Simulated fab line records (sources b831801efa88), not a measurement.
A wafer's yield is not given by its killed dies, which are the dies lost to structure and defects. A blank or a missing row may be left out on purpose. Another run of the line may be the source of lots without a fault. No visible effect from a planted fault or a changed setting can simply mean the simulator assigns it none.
Comparing a struck lot with a sound one || flow sky130 || 15 steps out of a route of 708
Sound: the wafers L628.2, L628.3, L628.5. Struck: wafers L636.1, L636.4, L636.6. The cause comes at the end.
At each step with rows: each side's tool, then ch and its chambers, then its first start. Under that, the readings that differ: sound wafers || struck wafers || difference of the means || sigmas: that difference in standard deviations of wafers without a fault.
alike: same words and numbers on both sides, and readings whose means sit less than 2 such deviations apart. not compared: any withheld reading, any reading some wafer has no value for, any bound like >300 that may hide the same value, and any number with overlapping values for which the record gives no deviation.
The two part at a step that has a row with sigmas, a row that says differs or no value, or rows on one side only. Numbers that don't overlap but have no deviation are shown without sigmas and don't part them. A reading that every wafer of one side lacks parts them only if that side has two wafers or more.

SKY_SD_P_CD_MEAS_07 targets a cd of 380 nm.
  struck on cd sem-02, day 29 16:37; sound on cd sem-01, day 26 23:29
  alike: cd nm
SKY_SD_P_OVL_MEAS_08:
  struck on overlay-02, day 29 16:44; sound on overlay-01, day 26 23:36
  alike: SD_P_OVL
then, 1 step without rows for these wafers: SKY_SD_P_IMPLANT_09.
SKY_SD_P_STRIP_10: strips in O2/N2.
  sound on plasma asher-04 ch 0,1, day 26 23:47; struck on plasma asher-04 ch 1, day 29 16:56
  alike: drypump motor current A, oes product au, strip time to endpoint s
  not compared: rf hours counter h
SKY_SD_P_TW_MEAS_11:
  struck on film metro-01, day 29 17:02; sound on film metro-01, day 26 23:53
  alike: SD_P_TW
then, 7 steps without rows for these wafers: SKY_RES_XHIGH_DEHYDRATE_00 (time 60 s); SKY_RES_XHIGH_HMDS_01 (prime time 60 s); SKY_RES_XHIGH_COAT_02 (resist thk 1140 nm); SKY_RES_XHIGH_SOFTBAKE_03 (time 60 s); SKY_RES_XHIGH_EXPOSE_04 (exposes mask URPM, target cd 1270 nm); SKY_RES_XHIGH_PEB_05; SKY_RES_XHIGH_DEVELOP_06 (develop time 60 s).
SKY_RES_XHIGH_IMPLANT_07:
  sound on implanter-04 ch 0, day 28 04:00; struck on implanter-01 ch 0, day 30 20:55
{"reading": "beam energy keV", "sound": "19.998 19.997 20.002", "struck": "20.442 20.436 20.444", "difference": "+0.442", "sigmas": "+69"}
{"reading": "beam on s (s)", "sound": "41 40 42", "struck": "32 32 31", "difference": -9, "sigmas": -2}
{"reading": "model.implant.drp nm (nm)", "sound": "9.746 9.746 9.746", "struck": "9.899 9.899 9.899", "difference": "+0.153", "sigmas": ""}
SKY_RES_XHIGH_STRIP_08: strips in O2/N2.
  sound on plasma asher-04 ch 1, day 28 04:08; struck on plasma asher-03 ch 0,1, day 30 21:04
{"reading": "drypump motor current A (A)", "sound": "5.4 5.3 5.4", "struck": "6.5 6.1 6.5", "difference": "+1.0", "sigmas": "+3"}
{"reading": "strip time to endpoint s (s)", "sound": "14.12 14.15 14.11", "struck": "14.19 14.28 14.18", "difference": "+0.09", "sigmas": "+2"}
  alike: oes product au
  not compared: rf hours counter h
then, 1 step without rows for these wafers: SKY_PAD_OPEN_PROBE_99.

WHERE THEY PART
Last at SKY_RES_XHIGH_STRIP_08 as far as this record goes, first at SKY_RES_XHIGH_IMPLANT_07.

WHY: what the simulator had put in
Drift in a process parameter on implanter-01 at SKY_RES_XHIGH_IMPLANT_07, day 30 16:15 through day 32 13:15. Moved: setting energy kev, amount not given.
